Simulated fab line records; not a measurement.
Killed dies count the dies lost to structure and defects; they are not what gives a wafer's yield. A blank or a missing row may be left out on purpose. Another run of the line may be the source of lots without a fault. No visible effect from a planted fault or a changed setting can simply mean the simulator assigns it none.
fab line records	flow sfqLine
record lots=7	wafers=18	lastDay=92
route steps=325 shown R5@213
lots that met no fault: from a run of the same line without faults
startH: hours from the record's opening day to when the first of the lot's shown wafers began	waitH: hours elapsed since this lot's preceding step	" the same as in the row above	L1.1+2: several wafers, shown together as one row	- either no value or no given start	* or withheld: withheld	< > ~ a bound
route shown NAME@n: a module of which the file shows steps, and the number in the route of the first	usual: mean/standard deviation taken from wafers without a fault	same: alike in all rows	chamber/n: place in a boat	sites: per-site readings	_std_site: how widely they spread, as a standard deviation	_edge_site: the outer-site mean with the inner-site mean subtracted	radiusMm: for every site, how far away it sits from the centre of the wafer	mask NAME#n: copy n	behind: the last tool/chamber to shape the wafer	hold: the reason the lot was held/the length of the hold in hours/how it ended	device: the transistor (n, p or np) that didn't switch	end of line: the same wafers' tests at the end of the route	where a step has no rows: the recipe by itself	killed: dies that structure and defects cost at the first sort, which is not the same as the wafer's yield	map: shows each die of a wafer: x if killed, . if not, _ if none is there
set.NAME: the setting as run; set.NAME@STEP: as run at that earlier step	model.NAME: the simulator's own value behind a step, which no gauge read
certain route steps with their lots: each step a table, each wafer a row
services: from which hour (startH, from the record's first day; less than 0 if before it) a tool's chamber was out of use, for how many hours, and why
## steps
# step SFQ_TRILAYER_R5_DEP_SPUTTER_133
# recipe material=MoNx	basePressurePa=1.33e-06	targetThkNm=40	powerW=1000	timeS=66.7	chamberPressurePa=0.4
# usual throttleValvePct=29.5/1.3
# same timeS=66.7
lot.wafer	tool	chamber	startH	waitH	throttleValvePct
L980.2	pvdSputter-03	-	1389.44	0.0	30.5
L980.3	"	-	"	"	31.8
L980.4	"	-	"	"	30.1
L984.1	pvdSputter-03	-	1438.88	0.0	30.1
L984.3	"	-	"	"	29.1
L984.6	"	-	"	"	31.6
L992.1	pvdSputter-04	-	1522.83	0.0	30.0
L992.3	"	-	"	"	29.1
L994.3	pvdSputter-05	-	1528.48	0.0	27.3
L994.6	"	-	"	"	27.4
L995.3	pvdSputter-04	-	1529.34	0.0	28.9
L995.6	"	-	"	"	29.7
L998.3	pvdSputter-04	-	1534.83	0.0	29.6
L998.4	"	-	"	"	29.9
L998.5	"	-	"	"	29.7
L999.1	pvdSputter-05	-	1537.83	0.0	27.6
L999.5	"	-	"	"	27.8
L999.6	"	-	"	"	27.3
# step SFQ_TRILAYER_R5_DEP_SPUTTER_134
# recipe material=Ti	basePressurePa=1.33e-06	targetThkNm=5	powerW=2000	timeS=5	chamberPressurePa=0.4
# usual throttleValvePct=29.5/1.3
# same timeS=5
lot.wafer	tool	chamber	startH	waitH	throttleValvePct
L980.2	pvdSputter-03	-	1389.49	0.0	30.7
L980.3	"	-	"	"	32.1
L980.4	"	-	"	"	29.7
L984.1	pvdSputter-03	-	1438.93	0.0	30.0
L984.3	"	-	"	"	29.3
L984.6	"	-	"	"	31.7
L992.1	pvdSputter-04	-	1522.88	0.0	29.8
L992.3	"	-	"	"	29.1
L994.3	pvdSputter-05	-	1528.53	0.0	27.4
L994.6	"	-	"	"	27.6
L995.3	pvdSputter-04	-	1529.40	0.0	29.1
L995.6	"	-	"	"	29.7
L998.3	pvdSputter-04	-	1534.88	0.0	29.7
L998.4	"	-	"	"	29.9
L998.5	"	-	"	"	30.0
L999.1	pvdSputter-05	-	1537.88	0.0	27.3
L999.5	"	-	"	"	27.4
L999.6	"	-	"	"	27.1
# step SFQ_R5_RS_MEAS_933
# recipe thkMeasGauge=four-point-probe	reads=Ti_of_TRILAYER_R5_DEP_SPUTTER_134+MoNx_of_TRILAYER_R5_DEP_SPUTTER_133+Ti_of_TRILAYER_R5_DEP_SPUTTER_132
# usual R5_MONX_RS=7.06/0.1
lot.wafer	tool	chamber	startH	waitH	R5_MONX_RS[ohm/sq]
L980.2	filmMetro-04	-	1389.53	0.0	7.12
L980.3	"	-	"	"	7.09
L980.4	"	-	"	"	7.00
L984.1	filmMetro-02	-	1438.95	0.0	7.04
L984.3	"	-	"	"	7.17
L984.6	"	-	"	"	7.08
L992.1	filmMetro-04	-	1522.90	0.0	6.80
L992.3	"	-	"	"	6.84
L994.3	filmMetro-02	-	1528.59	0.0	7.18
L994.6	"	-	"	"	7.18
L995.3	filmMetro-02	-	1529.46	0.0	6.97
L995.6	"	-	"	"	6.91
L998.3	filmMetro-02	-	1534.94	0.0	6.94
L998.4	"	-	"	"	6.93
L998.5	"	-	"	"	6.91
L999.1	filmMetro-04	-	1537.90	0.0	7.15
L999.5	"	-	"	"	7.09
L999.6	"	-	"	"	7.08
# step SFQ_R5_THK_MEAS_934
# recipe thkMeasGauge=xrf	reads=MoNx_of_TRILAYER_R5_DEP_SPUTTER_133
# usual R5_MONX_THK=39.4/0.64
lot.wafer	tool	chamber	startH	waitH	R5_MONX_THK[nm]
L980.2	filmMetro-04	-	1389.64	0.1	39.0
L980.3	"	-	"	"	39.0
L980.4	"	-	"	"	39.4
L984.1	filmMetro-02	-	1439.07	0.1	39.5
L984.3	"	-	"	"	38.9
L984.6	"	-	"	"	39.3
L992.1	filmMetro-04	-	1523.02	0.1	41.0
L992.3	"	-	"	"	40.4
L994.3	filmMetro-02	-	1528.69	0.1	38.3
L994.6	"	-	"	"	38.6
L995.3	filmMetro-02	-	1529.56	0.1	39.8
L995.6	"	-	"	"	40.1
L998.3	filmMetro-02	-	1535.04	0.1	40.1
L998.4	"	-	"	"	40.5
L998.5	"	-	"	"	40.3
L999.1	filmMetro-04	-	1538.02	0.1	38.6
L999.5	"	-	"	"	39.3
L999.6	"	-	"	"	39.4
# step SFQ_TRILAYER_R5_LITHO_COAT_141
# recipe resist=BARC	spinRpm=3000	resistThkNm=62
# step SFQ_TRILAYER_R5_LITHO_COAT_136
# recipe resist=KrF	spinRpm=3000	resistThkNm=600
# step SFQ_TRILAYER_R5_LITHO_SOFTBAKE_140
# recipe tempC=withheld	timeS=withheld	resist=KrF
# step SFQ_TRILAYER_R5_LITHO_EXPOSE_137
# recipe maskId=R5	na=0.6	sourceShape=conventional	sigmaOuter=0.65	targetCdNm=500	doseMj=14.4
# step SFQ_TRILAYER_R5_LITHO_PEB_139
# recipe pebTempC=115	pebTimeS=60	resist=KrF
# step SFQ_TRILAYER_R5_LITHO_DEVELOP_138
# recipe timeS=60	resist=KrF
# step SFQ_R5_OVL_MEAS_935
# usual R5_OVL=-3/6.8
lot.wafer	tool	chamber	startH	waitH	R5_OVL[nm]
L980.2	overlay-02	-	1392.07	0.1	-1
L980.3	"	-	"	"	-9
L980.4	"	-	"	"	-2
L984.1	overlay-02	-	1441.38	0.1	12
L984.3	"	-	"	"	12
L984.6	"	-	"	"	-2
L992.1	overlay-02	-	1630.67	0.1	-3
L992.3	"	-	"	"	-4
L994.3	overlay-02	-	1634.28	0.1	-12
L994.6	"	-	"	"	-3
L995.3	overlay-02	-	1636.68	0.1	1
L995.6	"	-	"	"	3
L998.3	overlay-01	-	1643.28	0.1	10
L998.4	"	-	"	"	-1
L998.5	"	-	"	"	13
L999.1	overlay-01	-	1644.47	0.1	-10
L999.5	"	-	"	"	-7
L999.6	"	-	"	"	-5
# step SFQ_TRILAYER_R5_BARC_OPEN_METAL_ETCH_177
# recipe maskMaterial=PR	chemistry=O2	targetDepthNm=125	target=BARC	icpW=600	biasW=80	pressureMtorr=10	timeS=41.7
# usual drypumpMotorCurrentA=5.7/0.51	oesProductAu=0.686/0.0045
# same timeS=41.7
lot.wafer	tool	chamber	startH	waitH	drypumpMotorCurrentA	oesProductAu	rfHoursCounterH
L980.2	rieMetal-04	0	1392.10	0.0	6.2	0.689	4
L980.3	"	0	"	"	6.2	0.689	-
L980.4	"	1	"	"	5.7	0.687	-
L984.1	rieMetal-01	1	1441.42	0.0	5.6	0.681	37
L984.3	"	0	"	"	5.0	0.694	-
L984.6	"	0	"	"	5.0	0.684	-
L992.1	rieMetal-04	0	1630.71	0.0	6.2	0.686	34
L992.3	"	1	"	"	5.7	0.686	-
L994.3	rieMetal-04	1	1634.33	0.0	5.7	0.684	-
L994.6	"	0	"	"	6.1	0.686	-
L995.3	rieMetal-04	1	1636.73	0.0	5.7	0.688	-
L995.6	"	1	"	"	5.7	0.684	-
L998.3	rieMetal-03	1	1643.32	0.0	6.5	0.686	-
L998.4	"	0	"	"	5.0	0.687	-
L998.5	"	0	"	"	5.0	0.686	-
L999.1	rieMetal-01	1	1644.50	0.0	5.6	0.685	66
L999.5	"	1	"	"	5.6	0.684	-
L999.6	"	1	"	"	5.6	0.686	-
# step SFQ_TRILAYER_R5_ETCH_METAL_ETCH_139
# recipe stopOn=SiO2	maskMaterial=PR	chemistry=Cl2	targetDepthNm=60	icpW=600	biasW=80	pressureMtorr=10	timeS=40
# usual drypumpMotorCurrentA=5.7/0.51	oesProductAu=0.992/0.0067
# same timeS=40
lot.wafer	tool	chamber	startH	waitH	drypumpMotorCurrentA	oesProductAu	rfHoursCounterH	model.etch.depthNm	model.R5.featureDepthNm	model.KrF_of_TRILAYER_R5_LITHO_COAT_136.thkNm
L980.2	rieMetal-04	0	1392.16	0.0	6.1	0.987	4	59.03	59.03	502.2
L980.3	"	0	"	"	6.1	0.994	-	59.36	59.36	502.9
L980.4	"	1	"	"	5.6	1.001	-	60	60	498.5
L984.1	rieMetal-01	1	1441.48	0.0	5.6	0.994	37	59.92	59.92	496.3
L984.3	"	0	"	"	4.9	0.985	-	58.82	58.82	499
L984.6	"	0	"	"	5.0	0.990	-	58.79	58.79	496.7
L992.1	rieMetal-04	0	1630.77	0.0	6.2	0.990	34	60	60	500.1
L992.3	"	1	"	"	5.6	0.730	-	34.56	34.56	507.7
L994.3	rieMetal-04	1	1634.39	0.0	5.7	0.735	-	33.96	33.96	509
L994.6	"	0	"	"	6.2	0.989	-	59.66	59.66	499.8
L995.3	rieMetal-04	1	1636.79	0.0	5.7	0.730	-	34.18	34.18	511
L995.6	"	1	"	"	5.6	0.999	-	60	60	497.1
L998.3	rieMetal-03	1	1643.38	0.0	6.5	1.000	-	60	60	494.9
L998.4	"	0	"	"	5.1	0.979	-	58.65	58.65	498.5
L998.5	"	0	"	"	5.1	0.988	-	59.27	59.27	498.1
L999.1	rieMetal-01	1	1644.62	0.1	5.6	1.003	66	60	60	496.6
L999.5	"	1	"	"	5.6	0.995	-	60	60	498.9
L999.6	"	1	"	"	5.6	0.998	-	60	60	499.6
# step SFQ_TRILAYER_R5_STRIP_STRIP_140
# recipe gas=O2	powerW=200	platenTempC=40	overashFraction=0.65	chemistry=O2	pressureMtorr=50
# usual drypumpMotorCurrentA=5.7/0.51	oesProductAu=1.006/0.013
lot.wafer	tool	chamber	startH	waitH	drypumpMotorCurrentA	oesProductAu	rfHoursCounterH
L980.2	rieMetal-04	0	1392.22	0.0	6.1	0.993	4
L980.3	"	0	"	"	6.2	0.991	-
L980.4	"	1	"	"	5.7	1.017	-
L984.1	rieMetal-01	1	1441.53	0.0	5.6	1.006	37
L984.3	"	0	"	"	5.0	0.982	-
L984.6	"	0	"	"	5.0	0.991	-
L992.1	rieMetal-04	0	1630.83	0.0	6.2	1.011	34
L992.3	"	1	"	"	5.7	1.020	-
L994.3	rieMetal-04	1	1634.63	0.2	5.7	1.033	-
L994.6	"	0	"	"	6.2	1.001	-
L995.3	rieMetal-04	1	1637.03	0.2	5.7	1.014	-
L995.6	"	1	"	"	5.6	1.017	-
L998.3	rieMetal-03	1	1643.62	0.2	6.5	1.016	-
L998.4	"	0	"	"	5.0	0.993	-
L998.5	"	0	"	"	5.1	0.982	-
L999.1	rieMetal-01	1	1644.74	0.1	5.6	1.025	66
L999.5	"	1	"	"	5.6	1.030	-
L999.6	"	1	"	"	5.6	1.032	-
## services
tool	chamber	startH	hours	kind
pvdSputter-04	-	1369.70	9.3	repair
rieMetal-01	1	1377.48	26.9	repair
rieMetal-04	-	1401.26	28.1	pm
pvdSputter-04	-	1412.58	11.7	repair
rieMetal-01	0	1419.09	12.7	repair
rieMetal-01	1	1422.15	2.5	repair
rieMetal-01	-	1429.45	0.6	repair
pvdSputter-04	-	1434.56	7.4	repair
rieMetal-04	1	1468.30	20.7	repair
pvdSputter-03	-	1468.49	1.2	repair
rieMetal-01	-	1534.44	0.8	repair
pvdSputter-04	-	1595.07	1.1	repair
rieMetal-01	0	1603.78	-	clean
rieMetal-01	0	1603.78	-	consumableReplace:focusRing
rieMetal-01	0	1603.78	26.2	scheduledDown
rieMetal-01	0	1603.78	26.2	ventCycle
pvdSputter-04	-	1615.31	2.7	repair
rieMetal-01	-	1628.96	4.3	pm
rieMetal-01	0	1643.45	5.8	repair
## key
firstSign step=SFQ_TRILAYER_R5_ETCH_METAL_ETCH_139	reading=oesProductAu	direction=down	sigmas=39	usual=0.992	struck=0.732
effect none on later readings
modelEffect step=SFQ_TRILAYER_R5_ETCH_METAL_ETCH_139	value=etch.depthNm	without=60	struck=34.23
metAt SFQ_TRILAYER_R5_ETCH_METAL_ETCH_139
struckWafers L992.3,L994.3,L995.3
onsetBetween 1392.16 1630.77
fault kind=processParameterDrift	tool=rieMetal-04	chamber=-	onsetH=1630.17	steps=SFQ_TRILAYER_R5_ETCH_METAL_ETCH_139	channel=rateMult	offset=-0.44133	shape=step	endH=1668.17	scope=struckWafersOnly
